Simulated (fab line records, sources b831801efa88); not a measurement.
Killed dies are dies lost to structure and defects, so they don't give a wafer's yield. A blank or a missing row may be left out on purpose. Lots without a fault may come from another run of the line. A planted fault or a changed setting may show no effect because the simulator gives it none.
Which tool did it? | flow gf180mcu | 13 lots, 39 wafers sampled, at 4 steps of a route of 602

WHAT THE GAUGES READ, wafer by wafer
GF_M4_OVL_MEAS_15. Usual: M4_OVL -1 nm, standard deviation 4.9.
lot  | measured     | on         | M4_OVL (nm) | flag
L666 | day 23 19:41 | overlay-01 | 0 0 -3      |
L667 | day 24 00:56 | overlay-02 | 4 -2 2      |
L668 | day 24 06:12 | overlay-02 | 6 8 5       |
L669 | day 24 22:29 | overlay-01 | -6 -5 -8    |
L670 | day 25 04:26 | overlay-02 | 3 4 -1      |
L671 | day 26 00:47 | overlay-02 | 1 0 -2      |
L673 | day 26 11:17 | overlay-01 | 0 5 -2      |
L674 | day 26 13:56 | overlay-01 | -1 1 -2     |
L676 | day 27 05:53 | overlay-01 | -6 -9 -4    |
L683 | day 29 03:47 | overlay-01 | 4 7 7       |
L687 | day 30 03:14 | overlay-01 | -9 -10 -7   |
L688 | day 30 11:02 | overlay-01 | 6 5 2       |
L689 | day 30 17:29 | overlay-02 | 4 1 5       |

GF_MIM_THK_MEAS_06. Usual: MIM_CVD_05_THK 41.9 nm, standard deviation 0.59.
lot  | measured     | on            | MIM_CVD_05_THK (nm) | flag
L666 | day 24 21:11 | film_metro-02 | 40.4 40.8 41.5      |
L667 | day 25 02:11 | film_metro-02 | 41.6 41.1 41.9      |
L668 | day 25 06:49 | film_metro-04 | 41.5 41.4 41.2      |
L669 | day 25 22:56 | film_metro-02 | 41.1 41.8 42.5      |
L670 | day 26 04:20 | film_metro-04 | 41.6 41.9 41.8      |
L671 | day 27 00:47 | film_metro-02 | 40.9 42.0 41.8      |
L673 | day 27 10:55 | film_metro-02 | 42.5 41.9 42.4      |
L674 | day 27 13:38 | film_metro-04 | 42.2 41.2 42.3      |
L676 | day 28 05:19 | film_metro-01 | 42.6 42.1 42.4      |
L683 | day 30 01:43 | film_metro-04 | 41.6 42.0 42.4      |
L687 | day 31 01:01 | film_metro-04 | 42.5 42.7 42.1      |
L688 | day 31 08:05 | film_metro-02 | 42.1 42.8 42.3      |
L689 | day 31 14:49 | film_metro-02 | 41.2 41.8 42.2      |

WHICH TOOL RAN EACH LOT (tool, then ch and the chambers of the sampled wafers, then the start)
lot  | GF_V2_CMP_04                  | GF_V4_ETCH_16
L666 | cmp-02 ch 0,1,3, day 19 15:36 | rie_diel-01 ch 0,2,3, day 24 19:34
L667 | cmp-01 ch 0,1,2, day 19 21:34 | rie_diel-03 ch 2,3, day 25 00:34
L668 | cmp-02 ch 1,2, day 20 02:49   | rie_diel-02 ch 0,1,3, day 25 05:07
L669 | cmp-02 ch 2,3, day 20 21:48   | rie_diel-01 ch 0,3, day 25 21:13
L670 | cmp-02 ch 1,2,3, day 21 02:46 | rie_diel-01 ch 0,1,3, day 26 02:43
L671 | cmp-02 ch 1,2,3, day 22 01:56 | rie_diel-02 ch 0,1, day 26 23:01
L673 | cmp-02 ch 0,2,3, day 22 12:11 | rie_diel-03 ch 0,1,3, day 27 09:16
L674 | cmp-02 ch 1,2,3, day 22 16:26 | rie_diel-03 ch 0,3, day 27 12:02
L676 | cmp-02 ch 0,1, day 23 11:57   | rie_diel-03 ch 0,1,2, day 28 03:38
L683 | cmp-01 ch 0,2, day 25 12:39   | rie_diel-01 ch 0,1,2, day 30 00:05
L687 | cmp-02 ch 2,3, day 26 15:14   | rie_diel-02 ch 0,2,3, day 30 23:22
L688 | cmp-02 ch 1,2,3, day 27 00:40 | rie_diel-03 ch 0,1, day 31 06:26
L689 | cmp-01 ch 0,2,3, day 27 06:30 | rie_diel-02 ch 1,3, day 31 13:10
- GF_V2_CMP_04: polishes SiO2.
- GF_V4_ETCH_16: etches BARC in N2/H2.

WHAT THE TOOLS THEMSELVES READ (means of the sampled wafers that have a number; where no wafer has one, the mark that the record gives instead)
GF_V2_CMP_04. Usual: motor_current_A 11.3 A, standard deviation 1; time_to_endpoint_s 81 s, standard deviation 5.2.
lot  | tool   | motor_current_A (A) | time_to_endpoint_s (s) | flag
L666 | cmp-02 | 10.8                | 81                     |
L667 | cmp-01 | 11.9                | 75                     |
L668 | cmp-02 | 10.9                | 80                     |
L669 | cmp-02 | 10.6                | 82                     |
L670 | cmp-02 | 10.9                | 84                     |
L671 | cmp-02 | 11.2                | 86                     |
L673 | cmp-02 | 10.9                | 77                     |
L674 | cmp-02 | 10.8                | 79                     |
L676 | cmp-02 | 10.7                | 86                     |
L683 | cmp-01 | 11.8                | 84                     |
L687 | cmp-02 | 10.4                | 79                     |
L688 | cmp-02 | 10.9                | 85                     |
L689 | cmp-01 | 11.5                | 80                     |

GF_V4_ETCH_16. Usual: drypump_motor_current_A 5.6 A, standard deviation 0.35; n2_flow_sccm 100.0 sccm, standard deviation 0.31; oes_product_au 0.854 a.u., standard deviation 0.0046; throttle_valve_pct 13.223 %, standard deviation 0.0085.
lot  | tool        | drypump_motor_current_A (A) | n2_flow_sccm (sccm) | oes_product_au (a.u.) | throttle_valve_pct (%) | flag
L666 | rie_diel-01 | 5.0                         | 100.0               | 0.849                 | 13.226                 |
L667 | rie_diel-03 | 5.8                         | 100.0               | 0.854                 | 13.217                 |
L668 | rie_diel-02 | 5.6                         | 99.8                | 0.855                 | 13.222                 |
L669 | rie_diel-01 | 5.1                         | 99.8                | 0.850                 | 13.222                 |
L670 | rie_diel-01 | 5.4                         | 99.7                | 0.855                 | 13.231                 |
L671 | rie_diel-02 | 5.6                         | 99.6                | 0.854                 | 13.229                 |
L673 | rie_diel-03 | 5.6                         | 99.9                | 0.859                 | 13.226                 |
L674 | rie_diel-03 | 5.7                         | 99.6                | 0.857                 | 13.214                 |
L676 | rie_diel-03 | 5.7                         | 100.1               | 0.853                 | 13.215                 |
L683 | rie_diel-01 | 5.4                         | 99.7                | 0.852                 | 13.213                 |
L687 | rie_diel-02 | 5.7                         | 99.9                | 0.857                 | 13.228                 |
L688 | rie_diel-03 | 5.6                         | 100.1               | 0.860                 | 13.223                 |
L689 | rie_diel-02 | 5.6                         | 100.3               | 0.850                 | 13.224                 |

THE ANSWER, worked out from the rows above alone
Rule: a lot is off if the mean of its wafers that have a number lies more than 3 standard deviations from the usual mean. A lot without any number at a reading at which 4 lots or more have one is off too. The other lots that the step has rows for count as sound. The gauges are gone through in route order, then the tools' own readings, and for those a lot's mean is taken as printed above. The first step at which some lot is off is used, and at that step the reading that is off furthest; a lot without a number counts as furthest.
No lot is off at any reading shown: from this, nothing can be told.

WHAT THE SIMULATOR HAD PUT IN
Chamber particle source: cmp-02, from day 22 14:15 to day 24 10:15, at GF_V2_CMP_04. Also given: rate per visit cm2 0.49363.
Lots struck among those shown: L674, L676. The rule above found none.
